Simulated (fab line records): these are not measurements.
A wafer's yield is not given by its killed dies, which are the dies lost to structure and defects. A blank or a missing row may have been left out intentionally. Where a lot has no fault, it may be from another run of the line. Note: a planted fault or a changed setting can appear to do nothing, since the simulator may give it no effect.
fab line records ; flow gf180mcu
[record] lots = 6; wafers = 18; lastDay = 34
route steps=602 shown V1@341
lots with no fault: from the same line, run without faults
startH: the number of hours between the record's first day and the start of the first shown wafer of the lot ; waitH: hours elapsed since this lot's preceding step ; " unchanged from the row above ; L1.1+2: one row covering several wafers at once ; - no value, or no start was given ; * or withheld: withheld ; < > ~ a bound
route shown NAME@n: NAME is a module with steps in the file, n the number in the route of the first one ; usual: mean/standard deviation taken from wafers without a fault ; same: alike in all rows ; chamber/n: place in a boat ; sites: the reading at each site ; _std_site: standard deviation across them ; _edge_site: the outer-site mean with the inner-site mean subtracted ; radiusMm: how far each site lies from the wafer's centre ; mask NAME#n: copy n ; behind: the tool/chamber that last shaped the wafer ; hold: why the lot was held/for how many hours/how that ended ; device: transistor that didn't switch, given as n, p or np ; end of line: tests of these same wafers at the route's end ; step lacking rows: just its recipe ; killed: at the first sort, the dies lost to defects and structure; wafer yield is something else ; map: shows each die of a wafer: x if killed, . if not, _ if none is there
set.NAME: setting as actually run; set.NAME@STEP: the setting as run at that earlier step ; model.NAME: the simulator's own value behind a step, which no gauge read
a table for each step, a row for each wafer; lots at some steps of the route
services: a tool's chamber out of use, with start hour (startH, from the record's first day; less than 0 if before it), hours out, and reason
[[steps]]
[step GF_V1_DEHYDRATE_06]
[recipe] tempC = 200; timeS = 60
[step GF_V1_HMDS_07]
[recipe] primeTimeS = 60; primeTempC = 120
[step GF_V1_COAT_08]
[recipe] resist = BARC; tempC = withheld; timeS = withheld; spinRpm = withheld; resistThkNm = withheld
[step GF_V1_COAT_09]
[recipe] resist = KrF; spinRpm = withheld; resistThkNm = 1000
[step GF_V1_SOFTBAKE_10]
[recipe] tempC = 130; timeS = 60; resist = KrF
[step GF_V1_EXPOSE_11]
[recipe] maskId = Via1; targetCdNm = 260; na = 0.68; sourceShape = conventional; sigmaOuter = 0.6; doseMj = 38
[step GF_V1_PEB_12]
[recipe] pebTempC = 135; pebTimeS = 90; resist = KrF
[step GF_V1_DEVELOP_13]
[recipe] developTimeS = 60; resist = KrF; devTempC = 21
[step GF_V1_CD_MEAS_14]
[recipe] targetCdNm = 260
[usual] cdNm = 260.1/1.3
lot.wafer;tool;chamber;startH;waitH;cdNm
L937.1;cdSem-02;-;420.80;0.1;259.7
L937.2;cdSem-02;-;420.80;0.1;261.2
L937.6;cdSem-02;-;420.80;0.1;260.2
L940.1;cdSem-02;-;448.73;0.1;262.1
L940.2;cdSem-02;-;448.73;0.1;261.5
L940.4;cdSem-02;-;448.73;0.1;261.6
L944.1;cdSem-02;-;485.73;0.1;261.9
L944.2;cdSem-02;-;485.73;0.1;260.2
L944.5;cdSem-02;-;485.73;0.1;261.3
L945.1;cdSem-02;-;493.38;0.1;259.3
L945.2;cdSem-02;-;493.38;0.1;260.0
L945.6;cdSem-02;-;493.38;0.1;259.5
L957.1;cdSem-02;-;591.97;0.1;261.7
L957.3;cdSem-02;-;591.97;0.1;261.4
L957.6;cdSem-02;-;591.97;0.1;261.9
L958.1;cdSem-01;-;596.43;0.1;258.2
L958.2;cdSem-01;-;596.43;0.1;258.9
L958.5;cdSem-01;-;596.43;0.1;258.6
[step GF_V1_OVL_MEAS_15]
[usual] V1_OVL = 0/5.5
lot.wafer;tool;chamber;startH;waitH;V1_OVL[nm]
L937.1;overlay-01;-;420.92;0.1;-9
L937.2;overlay-01;-;420.92;0.1;-12
L937.6;overlay-01;-;420.92;0.1;-10
L940.1;overlay-01;-;448.85;0.1;3
L940.2;overlay-01;-;448.85;0.1;-2
L940.4;overlay-01;-;448.85;0.1;5
L944.1;overlay-01;-;485.85;0.1;-6
L944.2;overlay-01;-;485.85;0.1;-6
L944.5;overlay-01;-;485.85;0.1;-4
L945.1;overlay-01;-;493.50;0.1;6
L945.2;overlay-01;-;493.50;0.1;5
L945.6;overlay-01;-;493.50;0.1;8
L957.1;overlay-02;-;592.09;0.1;-4
L957.3;overlay-02;-;592.09;0.1;0
L957.6;overlay-02;-;592.09;0.1;-8
L958.1;overlay-02;-;596.55;0.1;4
L958.2;overlay-02;-;596.55;0.1;-1
L958.5;overlay-02;-;596.55;0.1;6
[step GF_V1_ETCH_16]
[recipe] chemistry = N2/H2; targetDepthA = withheld; overetchA = withheld; timeS = withheld; target = BARC; ionEnergyEv = 200; sourceW = 500; biasW = 100; pressureMtorr = 30; n2FlowSccm = 100; h2FlowSccm = 200
[usual] drypumpMotorCurrentA = 5.7/0.37; n2FlowSccm = 100.0/0.32; oesProductAu = 0.855/0.0047; throttleValvePct = 13.225/0.0092
lot.wafer;tool;chamber;startH;waitH;drypumpMotorCurrentA;n2FlowSccm;oesProductAu;throttleValvePct
L937.1;rieDiel-01;0;420.96;0.0;5.8;100.3;0.857;13.217
L937.2;rieDiel-01;3;420.96;0.0;5.8;100.5;0.859;13.230
L937.6;rieDiel-01;1;420.96;0.0;5.0;100.1;0.853;13.230
L940.1;rieDiel-02;0;448.89;0.0;5.8;100.1;0.854;13.223
L940.2;rieDiel-02;3;448.89;0.0;5.3;99.9;0.852;13.231
L940.4;rieDiel-02;2;448.89;0.0;5.9;100.2;0.859;13.216
L944.1;rieDiel-02;3;485.89;0.0;5.3;99.9;0.840;13.220
L944.2;rieDiel-02;1;485.89;0.0;5.6;100.2;0.856;13.223
L944.5;rieDiel-02;2;485.89;0.0;5.9;100.0;0.868;13.220
L945.1;rieDiel-04;2;493.54;0.0;6.0;100.4;0.846;13.223
L945.2;rieDiel-04;1;493.54;0.0;5.8;100.0;0.854;13.227
L945.6;rieDiel-04;2;493.54;0.0;5.9;100.9;0.861;13.230
L957.1;rieDiel-02;1;592.13;0.0;5.7;99.6;0.851;13.226
L957.3;rieDiel-02;2;592.13;0.0;5.9;100.7;0.851;13.229
L957.6;rieDiel-02;1;592.13;0.0;5.6;99.5;0.859;13.229
L958.1;rieDiel-01;0;596.59;0.0;5.8;100.0;0.851;13.220
L958.2;rieDiel-01;2;596.59;0.0;6.2;100.3;0.860;13.222
L958.5;rieDiel-01;0;596.59;0.0;5.8;100.1;0.847;13.250
[step GF_V1_ETCH_17]
[recipe] chemistry = C4F8/O2/Ar; maskMaterial = KrF; target = SiO2; stopOn = TiN; sourceW = 1500; biasW = 1200; pressureMtorr = 40; c4f8FlowSccm = withheld; O2_flow_sccm = 6; Ar_flow_sccm = 300; timeS = withheld; targetDepthA = 6300
[usual] oesProductAu = 0.856/0.0047
lot.wafer;tool;chamber;startH;waitH;oesProductAu
L937.1;rieDiel-01;0;-;-;0.851
L937.2;rieDiel-01;3;-;-;0.858
L937.6;rieDiel-01;1;-;-;0.859
L940.1;rieDiel-02;0;-;-;0.854
L940.2;rieDiel-02;3;-;-;0.854
L940.4;rieDiel-02;2;-;-;0.862
L944.1;rieDiel-02;3;-;-;0.850
L944.2;rieDiel-02;1;-;-;0.857
L944.5;rieDiel-02;2;-;-;0.861
L945.1;rieDiel-04;2;-;-;0.863
L945.2;rieDiel-04;1;-;-;0.850
L945.6;rieDiel-04;2;-;-;0.852
L957.1;rieDiel-02;1;-;-;0.863
L957.3;rieDiel-02;2;-;-;0.850
L957.6;rieDiel-02;1;-;-;0.849
L958.1;rieDiel-01;0;-;-;0.857
L958.2;rieDiel-01;2;-;-;0.857
L958.5;rieDiel-01;0;-;-;0.857
[step GF_V1_STRIP_18]
[recipe] chemistry = O2/N2; powerW = 1400; pressureMtorr = 1500; platenTempC = 250; o2FlowSccm = 3000; n2FlowSccm = 300; overashFraction = 0.5
[usual] chamberPressureMTorr = 1499.9/1.3; drypumpMotorCurrentA = 5.5/0.5; heaterPowerW = 354/25; n2FlowSccm = 300.1/1; oesProductAu = 0.591/0.0055; overashFraction = 0.5/0
lot.wafer;tool;chamber;startH;waitH;chamberPressureMTorr;drypumpMotorCurrentA;heaterPowerW;n2FlowSccm;oesProductAu;overashFraction;rfHoursCounterH
L937.1;plasmaAsher-02;0;421.09;-;1498.9;6.3;347;299.2;0.593;0.5;76
L937.2;plasmaAsher-02;1;421.09;-;1499.1;5.6;362;299.3;0.595;0.5;76
L937.6;plasmaAsher-02;0;421.09;-;1497.2;6.2;337;300.2;0.597;0.5;-
L940.1;plasmaAsher-04;1;449.02;-;1498.0;5.7;389;299.9;0.578;0.5;67
L940.2;plasmaAsher-04;0;449.02;-;1500.5;4.8;331;298.9;0.601;0.5;67
L940.4;plasmaAsher-04;1;449.02;-;1496.8;5.7;386;299.9;0.594;0.5;-
L944.1;plasmaAsher-02;1;486.02;-;-;-;-;-;-;-;-
L944.2;plasmaAsher-02;0;486.02;-;-;-;-;-;-;-;-
L944.5;plasmaAsher-02;0;486.02;-;-;-;-;-;-;-;-
L945.1;plasmaAsher-02;1;493.67;-;-;-;-;-;-;-;-
L945.2;plasmaAsher-02;0;493.67;-;-;-;-;-;-;-;-
L945.6;plasmaAsher-02;0;493.67;-;-;-;-;-;-;-;-
L957.1;plasmaAsher-01;1;592.26;-;1501.6;6.1;349;299.3;0.601;0.5;94
L957.3;plasmaAsher-01;0;592.26;-;1500.6;5.3;311;301.1;0.576;0.5;-
L957.6;plasmaAsher-01;1;592.26;-;1502.3;6.1;341;299.6;0.597;0.5;-
L958.1;plasmaAsher-01;0;596.72;-;1499.3;5.3;320;300.1;0.587;0.5;95
L958.2;plasmaAsher-01;1;596.72;-;1498.4;6.1;337;302.1;0.586;0.5;95
L958.5;plasmaAsher-01;0;596.72;-;1499.3;5.3;314;298.4;0.587;0.5;-
[step GF_V1_STRIP_19]
[recipe] chemistry = postEtchResidueRemover; timeS = 1200; tempC = 72.5
[[services]]
tool;chamber;startH;hours;kind
plasmaAsher-02;-;421.25;9.0;pm
plasmaAsher-02;0;421.25;9.0;ventCycle
plasmaAsher-02;1;421.25;9.0;ventCycle
plasmaAsher-02;0;430.25;-;clean
plasmaAsher-02;1;430.25;-;clean
plasmaAsher-04;-;456.39;1.7;repair
rieDiel-01;-;461.98;28.1;pm
rieDiel-04;3;462.18;8.5;repair
rieDiel-01;2;492.09;-;clean
rieDiel-01;2;492.09;13.7;scheduledDown
rieDiel-01;2;492.09;13.7;ventCycle
plasmaAsher-01;-;501.76;4.3;pm
rieDiel-01;0;515.53;4.7;repair
rieDiel-04;2;517.78;4.1;repair
rieDiel-04;1;545.01;6.7;repair
rieDiel-04;2;552.61;15.0;repair
rieDiel-02;1;553.97;-;clean
rieDiel-02;1;553.97;17.0;scheduledDown
rieDiel-02;1;553.97;17.0;ventCycle
rieDiel-01;-;563.12;4.3;pm
plasmaAsher-01;-;574.55;14.6;pm
[[key]]
[firstSign] step = GF_V1_STRIP_18; reading = toolRecord; direction = missing
effect none on later readings
metAt GF_V1_STRIP_18
struckWafers L944.1,L944.2,L944.5,L945.1,L945.2,L945.6
laterRowsLeftOut L944.1,L944.2,L944.5,L945.1,L945.2,L945.6
sortLeftOut L944.1,L944.2,L944.5,L945.1,L945.2,L945.6
onsetBetween 421.09 486.02
[fault] kind = skippedStepWhole; tool = plasmaAsher-02; chamber = -; onsetH = 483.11; steps = GF_V1_STRIP_18; scope = struckLotsOnly
// sortLeftOut: the simulated sort isn't trusted on such a fault, so these wafers' sort isn't shown, and their yield isn't known
// laterRowsLeftOut: the simulator's readings of these wafers behind a module that went badly wrong aren't trusted and aren't shown, but for the sort
